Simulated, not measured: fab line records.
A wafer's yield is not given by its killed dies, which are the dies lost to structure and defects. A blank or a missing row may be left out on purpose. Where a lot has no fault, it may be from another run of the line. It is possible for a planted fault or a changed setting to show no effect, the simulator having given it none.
Struck lot and sound lot, side by side -- flow sky130 -- 18 out of 708 route steps
Sound: wafers L657.1, L657.2, L657.4. Struck: wafers L647.1, L647.3, L647.5. At the end, the cause is stated.
Per side, at each step with rows, come the tool, then ch with its chambers, and then its first start. Under that, the readings that differ: sound wafers -- struck wafers -- difference of the means -- sigmas: that difference in standard deviations of wafers without a fault.
alike: readings whose means differ by less than 2 such deviations, and words and numbers that are the same on both sides. not compared: withheld readings, readings that some wafer has no value for, bounds like >300 that may hide the same value, and numbers for which the record gives no deviation and whose values overlap.
Wherever a step has rows on one side only, a row that says differs or no value, or a row with sigmas, the two part there. Numbers that have no deviation but don't overlap get no sigmas and don't part them. Lack of a reading on every wafer of one side parts them only where that side has two or more wafers.

first, 3 steps without rows for these wafers: SKY_POLY_CUT_EXPOSE_05 (exposes mask NPCM, target cd 270 nm); SKY_POLY_CUT_PEB_06; SKY_POLY_CUT_DEVELOP_07 (develop time 60 s).
SKY_POLY_CUT_CD_MEAS_08: the cd target is 270 nm.
  sound: cd sem-02 at day 29 18:47; struck: cd sem-01 at day 26 15:56
  alike: cd nm
SKY_POLY_CUT_OVL_MEAS_09:
  sound: overlay-02 at day 29 18:54; struck: overlay-01 at day 26 16:04
  alike: POLY_CUT_OVL
SKY_POLY_CUT_ETCH_10: etches BARC in N2/H2, stops on SiO2, time 45.9 s, target depth 60 nm.
  sound on rie diel-02 ch 0,1,3, day 29 18:56; struck on rie diel-01 ch 0,2, day 26 16:05
  alike: drypump motor current A, h2 flow sccm, oes product au, throttle valve pct
  not compared: rf hours counter h
SKY_POLY_CUT_ETCH_11: etches Si3N4 in CF4/CH2F2/Ar, stops on poly-Si, time 42.5 s, target depth 60 nm.
  sound on rie diel-02 ch 0,1,3, day 29 18:58; struck on rie diel-01 ch 0,2, day 26 16:08
  alike: drypump motor current A, oes product au, throttle valve pct
  not compared: rf hours counter h
SKY_POLY_CUT_STRIP_12: strips in O2/N2.
  sound on plasma asher-04 ch 0,1, day 29 19:01; struck on plasma asher-02 ch 0,1, day 26 16:11
  alike: drypump motor current A, o2 flow sccm, oes product au, strip time to endpoint s
  not compared: rf hours counter h
then, 4 steps without rows for these wafers: SKY_SD_P_DEHYDRATE_00 (time 60 s); SKY_SD_P_HMDS_01 (prime time 60 s); SKY_SD_P_COAT_02 (resist thk 1140 nm); SKY_SD_P_SOFTBAKE_03 (time 60 s).
SKY_SD_P_EXPOSE_04: exposes mask PSDM, target cd 380 nm.
  sound on iline stepper-02 ch 0, day 30 09:36; struck on iline stepper-02 ch 0, day 27 06:56
reading,sound,struck,difference,sigmas
mask,PSDM#0 PSDM#0 PSDM#0,PSDM_R1#0 PSDM_R1#0 PSDM_R1#0,differs,
then, 2 steps without rows for these wafers: SKY_SD_P_PEB_05; SKY_SD_P_DEVELOP_06 (develop time 60 s).
SKY_SD_P_CD_MEAS_07: the cd target is 380 nm.
  sound: cd sem-02 at day 30 22:46; struck: cd sem-02 at day 27 21:29
reading,sound,struck,difference,sigmas
cd nm (nm),377.8 378.7 375.1,305.7 305.9 306.8,-71.1,-28
SKY_SD_P_OVL_MEAS_08:
  sound: overlay-02 at day 30 22:53; struck: overlay-02 at day 27 21:37
reading,sound,struck,difference,sigmas
SD_P_OVL (nm),-0.5 0.8 3.1,-2.4 -2.0 -1.9,-3.2,-2
-- the record jumps here: 20 days lie between the struck wafers' starts before and after (it left off in module SD_P and takes up again in module PAD_OPEN, whose first step shown is number 708 of the route) --
SKY_PAD_OPEN_PROBE_99:
  the record has rows for the struck wafers here (prober-01, day 47 11:32) and none for the sound ones

== WHERE THEY PART ==
At SKY_SD_P_EXPOSE_04 first; at SKY_PAD_OPEN_PROBE_99 last (within this record only).

WHY: the cause the simulator had injected
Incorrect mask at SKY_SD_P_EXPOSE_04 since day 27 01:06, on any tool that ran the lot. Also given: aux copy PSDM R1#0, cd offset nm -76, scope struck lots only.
